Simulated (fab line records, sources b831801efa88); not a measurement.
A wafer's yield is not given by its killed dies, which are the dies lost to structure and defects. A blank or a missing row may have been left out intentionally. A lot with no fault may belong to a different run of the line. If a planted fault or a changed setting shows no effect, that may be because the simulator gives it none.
What tool caused it? || flow gf180mcu || Sampling: 7 lots, 21 wafers, 2 of 602 route steps

## WHAT EACH GAUGE READ, for each wafer
GF_VT_IMPLANT_OVL_MEAS_40.
{"lot": "L825", "measured": "day 8 09:14", "on": "overlay-01", "VT_IMPLANT_03_OVL (nm)": "-2.4 -2.5 -1.3"}
{"lot": "L827", "measured": "day 8 20:35", "on": "overlay-02", "VT_IMPLANT_03_OVL (nm)": "-1.6 -0.4 -1.0"}
{"lot": "L830", "measured": "day 9 10:02", "on": "overlay-02", "VT_IMPLANT_03_OVL (nm)": "0.6 -0.2 0.9"}
{"lot": "L836", "measured": "day 10 21:29", "on": "overlay-02", "VT_IMPLANT_03_OVL (nm)": "-0.5 -1.2 -1.0"}
{"lot": "L838", "measured": "day 11 08:23", "on": "overlay-02", "VT_IMPLANT_03_OVL (nm)": "183.3 183.2 181.9 184.2 184.5 183.5"}
{"lot": "L841", "measured": "day 12 03:22", "on": "overlay-02", "VT_IMPLANT_03_OVL (nm)": "182.6 180.1 181.7 183.3 181.7 183.3"}
{"lot": "L847", "measured": "day 13 16:54", "on": "overlay-01", "VT_IMPLANT_03_OVL (nm)": "0.2 0.8 -0.8"}

## WHAT TOOL EACH LOT RAN ON (gives the tool, then ch and the chambers of the sampled wafers, and finally the start)
{"lot": "L825", "GF_VT_IMPLANT_EXPOSE_37": "iline_stepper-02 ch 0, day 8 01:41"}
{"lot": "L827", "GF_VT_IMPLANT_EXPOSE_37": "iline_stepper-02 ch 0, day 8 12:56"}
{"lot": "L830", "GF_VT_IMPLANT_EXPOSE_37": "iline_stepper-02 ch 0, day 9 02:08"}
{"lot": "L836", "GF_VT_IMPLANT_EXPOSE_37": "iline_stepper-01 ch 0, day 10 12:37"}
{"lot": "L838", "GF_VT_IMPLANT_EXPOSE_37": "iline_stepper-02 ch 0, day 10 23:31"}
{"lot": "L841", "GF_VT_IMPLANT_EXPOSE_37": "iline_stepper-02 ch 0, day 11 17:56"}
{"lot": "L847", "GF_VT_IMPLANT_EXPOSE_37": "iline_stepper-01 ch 0, day 13 07:44"}
- GF_VT_IMPLANT_EXPOSE_37: exposes mask Nwell HV AREA, target cd 860 nm.

## THE ANSWER, worked out from the rows above alone
Rule: the usual values come from the lots themselves. The widest of any qualifying gaps counts: lots, ordered by their means at a reading, are off when they make up no more than a third of the lots, leave a main group of 4 or more, and stand apart from it by 3 or more times the standard deviation of that group's means. The tables above print the reading to a certain number of digits; a main group whose means all agree to those digits is not used. A lot without any number at a reading at which 4 lots or more have one is off too. Any other lot the step has rows for is counted as sound.
Off: L838, L841, at GF_VT_IMPLANT_OVL_MEAS_40 (VT_IMPLANT_03_OVL). The main group has a mean of -0.7 nm with a standard deviation of 0.88.
If a tool, at a process step before that reading, ran all the lots that are off and no sound lot after the first of them, it fits. Those tools and the gauges at GF_VT_IMPLANT_OVL_MEAS_40 are tried in the same way. Undecided on this evidence; 2 tools fit (iline_stepper-02 at GF_VT_IMPLANT_EXPOSE_37, overlay-02 at GF_VT_IMPLANT_OVL_MEAS_40).

## WHAT THE SIMULATOR HAD INSERTED
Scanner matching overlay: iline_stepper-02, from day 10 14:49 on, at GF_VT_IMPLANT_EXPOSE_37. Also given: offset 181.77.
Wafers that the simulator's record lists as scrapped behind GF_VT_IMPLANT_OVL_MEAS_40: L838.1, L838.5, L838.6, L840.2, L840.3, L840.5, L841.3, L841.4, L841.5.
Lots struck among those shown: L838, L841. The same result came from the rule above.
